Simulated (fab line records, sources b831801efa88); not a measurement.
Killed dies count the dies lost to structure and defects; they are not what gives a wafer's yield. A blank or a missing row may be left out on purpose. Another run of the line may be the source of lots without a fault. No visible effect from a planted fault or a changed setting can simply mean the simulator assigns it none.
A lot that was struck, set against a sound lot -- flow sky130 -- 17 out of 708 route steps
Sound: these wafers, L424.3, L424.4, L424.6. Wafers L436.3, L436.5, L436.6 were the ones struck. The cause is named last.
Order at every step that has rows: each side's tool, ch and its chambers, its first start. Under that, the readings that differ: sound wafers -- struck wafers -- difference of the means -- sigmas: that difference in standard deviations of wafers without a fault.
alike: a reading whose means differ by less than 2 such deviations, as well as words and numbers matching on both sides. not compared: withheld readings; readings where some wafer has no value; bounds like >300 that might hide an equal value; numbers whose values overlap and for which the record gives no deviation.
A row with sigmas, a row that says differs or no value, or rows on one side alone: a step with any of these is where the two part. Numbers that have no deviation but don't overlap get no sigmas and don't part them. A reading that every wafer of one side lacks parts them only if that side has two wafers or more.

first, 3 steps without rows for these wafers: SKY_VIA1_EXPOSE_09 (exposes mask VIM, target cd 150 nm); SKY_VIA1_PEB_10; SKY_VIA1_DEVELOP_11 (develop time 60 s).
SKY_VIA1_CD_MEAS_12: target cd 150 nm.
  sound on cd sem-02, day 36 09:49; struck on cd sem-02, day 39 20:16
  alike: cd nm
SKY_VIA1_OVL_MEAS_13:
  sound on overlay-01, day 36 09:54; struck on overlay-01, day 39 20:21
  alike: VIA1_OVL
SKY_VIA1_ETCH_14: etches BARC in N2/H2, stops on SiO2, time 45.9 s, target depth 60 nm.
  sound on rie diel-04 ch 0,1,3, day 36 09:56; struck on rie diel-04 ch 0,2,3, day 39 20:23
  alike: drypump motor current A, oes product au, throttle valve pct
  not compared: rf hours counter h
SKY_VIA1_ETCH_15: etches SiO2 in C4F8/O2/Ar, stops on TiN, target depth 351 nm, time 54 s.
  sound on rie diel-04 ch 0,1,3, day 36 09:58; struck on rie diel-04 ch 0,2,3, day 39 20:25
  alike: oes product au
  not compared: rf hours counter h
SKY_VIA1_STRIP_16: strips in O2/N2.
  sound on plasma asher-03 ch 0,1, day 36 10:03; struck on plasma asher-01 ch 0,1, day 39 20:30
  alike: drypump motor current A, o2 flow sccm, oes product au, strip time to endpoint s
  not compared: rf hours counter h
then, 3 steps without rows for these wafers: SKY_VIA1_STRIP_17 (strips in post etch residue remover, time 1200 s); SKY_VIA1_CLEAN_18 (cleans in IPA, time 180 s); SKY_VIA1_CLEAN_19 (cleans in O3/DIW).
SKY_VIA1_SPUTTER_20: material TiN, target thk 20 nm, time 80 s.
  sound on pvd sputter-04, day 36 10:37; struck on pvd sputter-01, day 39 21:04
  alike: throttle valve pct
SKY_VIA1_CVD_21: deposits W, target thk 270 nm, time 80.902 s.
  sound on cvd w-01 ch 0,1, day 36 10:42; struck on cvd w-01 ch 0,1, day 39 21:10
  alike: chamber pressure Torr, heater power w
SKY_VIA1_RS_MEAS_22: measurement is done with a four-point probe.
  sound on film metro-01, day 36 10:48; struck on film metro-02, day 39 21:32
reading,sound,struck,difference,sigmas
VIA1_W_RS (ohm/sq),0.430 0.432 0.428,0.536 0.537 0.533,+0.105,+25
  not compared: hold
SKY_VIA1_THK_MEAS_23: measures by xrf.
  sound on film metro-01, day 36 10:54; struck on film metro-02, day 40 00:05
reading,sound,struck,difference,sigmas
VIA1_W_THK (nm),273 272 273,229 229 229,-44,-14
  not compared: hold
SKY_VIA1_CMP_24: polishes, stops on SiO2, t overpolish 15 s, target thk 0 nm.
  sound on cmp-02 ch 1,2, day 36 10:56; struck on cmp-02 ch 0,1,2, day 40 01:26
reading,sound,struck,difference,sigmas
hold,- - -,await dispo/1.2h/release await dispo/1.2h/release await dispo/1.2h/release,no value on the sound wafers,
  alike: motor current A, overpolish run s, slurry filter dp kPa, time to endpoint s
-- the record jumps here: 10 days lie between the struck wafers' starts before and after (it left off in module VIA1 and takes up again in module PAD_OPEN, whose first step shown is number 708 of the route) --
SKY_PAD_OPEN_PROBE_99:
  the record has rows for the struck wafers here (prober-02, day 50 01:26) and none for the sound ones

== WHERE THEY PART ==
Last at SKY_PAD_OPEN_PROBE_99 as far as this record goes, first at SKY_VIA1_RS_MEAS_22.

WHY: what had been put in by the simulator
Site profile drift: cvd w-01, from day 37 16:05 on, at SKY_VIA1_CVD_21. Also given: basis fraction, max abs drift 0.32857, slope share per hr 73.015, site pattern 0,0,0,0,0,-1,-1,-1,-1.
